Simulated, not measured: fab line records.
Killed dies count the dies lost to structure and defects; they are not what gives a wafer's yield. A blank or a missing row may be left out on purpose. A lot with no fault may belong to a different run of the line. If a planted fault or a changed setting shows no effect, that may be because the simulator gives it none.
Struck lot and sound lot, side by side    flow sky130    15 out of 708 route steps
Sound: the wafers L556.1, L556.2, L556.5. Struck: wafers L563.1, L563.2, L563.4. At the end, the cause is stated.
Each step with rows lists, per side, the tool, then ch with its chambers, then its first start. Under that, the readings that differ: sound wafers    struck wafers    difference of the means    sigmas: that difference in standard deviations of wafers without a fault.
alike: words and numbers the same on both sides, and readings whose means are apart by under 2 such deviations; not compared: readings that were withheld, readings missing a value for some wafer, numbers with overlapping values and no deviation given by the record, and bounds like >300 which may hide the same value.
A row with sigmas, a row that says differs or no value, or rows on one side alone: a step with any of these is where the two part. When numbers do not overlap yet have no deviation, they are printed without sigmas and do not part them. A reading that every wafer of one side lacks parts them only if that side has two wafers or more.

first, 2 steps without rows for these wafers: SKY_CAP2M_PEB_10; SKY_CAP2M_DEVELOP_11 (develop time 61.85 s).
SKY_CAP2M_OVL_MEAS_12:
  sound on overlay-01, day 43 10:13; struck on overlay-01, day 45 09:46
reading         sound        struck          difference  sigmas
CAP2M_OVL (nm)  1.7 1.5 1.3  -0.2 -1.7 -0.9  -2.4        -2
SKY_CAP2M_METAL_ETCH_13: etches TiN in Cl2/BCl3, stops on SiO2, target depth 220 nm, time 62.9 s.
  sound on rie-metal-01 ch 0,1, day 43 10:16; struck on rie-metal-03 ch 0,1, day 45 09:47
  alike: drypump-motor-current-A, oes-product-au, rf-fwd-power-W, throttle-valve-pct
  not compared: rf-hours-counter-h
SKY_CAP2M_STRIP_14: strips in O2/N2.
  sound on plasma-asher-01 ch 0,1, day 43 10:20; struck on plasma-asher-01 ch 0,1, day 45 09:52
  alike: drypump-motor-current-A, oes-product-au, strip-time-to-endpoint-s
  not compared: rf-hours-counter-h
then, 7 steps without rows for these wafers: SKY_CAP2M_STRIP_15 (strips in post etch residue remover, time 1200 s); SKY_CAP2M_CLEAN_16 (cleans in IPA, time 180 s); SKY_CAP2M_CLEAN_17 (cleans in O3/DIW); SKY_METAL4_DEHYDRATE_05 (time 60 s); SKY_METAL4_HMDS_06 (prime time 60 s); SKY_METAL4_COAT_07 (resist thk 59.07 nm); SKY_METAL4_COAT_08 (resist thk 1140 nm).
SKY_METAL4_SOFTBAKE_09: time 90 s.
  sound on litho-track-04 ch 0, day 43 21:00; struck on litho-track-03 ch 0, day 45 20:00
reading                   sound                 struck                difference  sigmas
heater-power-total-W (W)  57.19 57.33 57.38     58.05 57.88 57.87     +0.63       +6
plate-temp-C (C)          100.18 100.24 100.26  100.77 100.65 100.67  +0.47       +4
then, 1 step without rows for these wafers: SKY_METAL4_EXPOSE_10 (exposes mask MM4, target cd 300 nm).
-- the record jumps here: 4 days lie between the struck wafers' starts before and after (it left off in module METAL4 and takes up again in module PAD_OPEN, whose first step shown is number 708 of the route) --
SKY_PAD_OPEN_PROBE_99:
  sound on prober-01, day 48 02:56; struck on prober-01, day 49 17:49
  alike: defect-limited-yield, killed_at_M0_to_M3, killed_at_M4_up, killed-at-contacts, killed-at-front-end, killed-at-other, killed-dies, killed-on-rim, killed-open, killed-short, sort_bin_3_pad_short, sort_bin_5_function, sort_bin_6_memory, sort-n-pass, sort-yield-pct

## WHERE THEY PART
Last at SKY_METAL4_SOFTBAKE_09 as far as this record goes, first at SKY_CAP2M_OVL_MEAS_12. Later steps at which nothing parts them and some readings are alike: SKY_PAD_OPEN_PROBE_99.

WHY: the cause the simulator had injected
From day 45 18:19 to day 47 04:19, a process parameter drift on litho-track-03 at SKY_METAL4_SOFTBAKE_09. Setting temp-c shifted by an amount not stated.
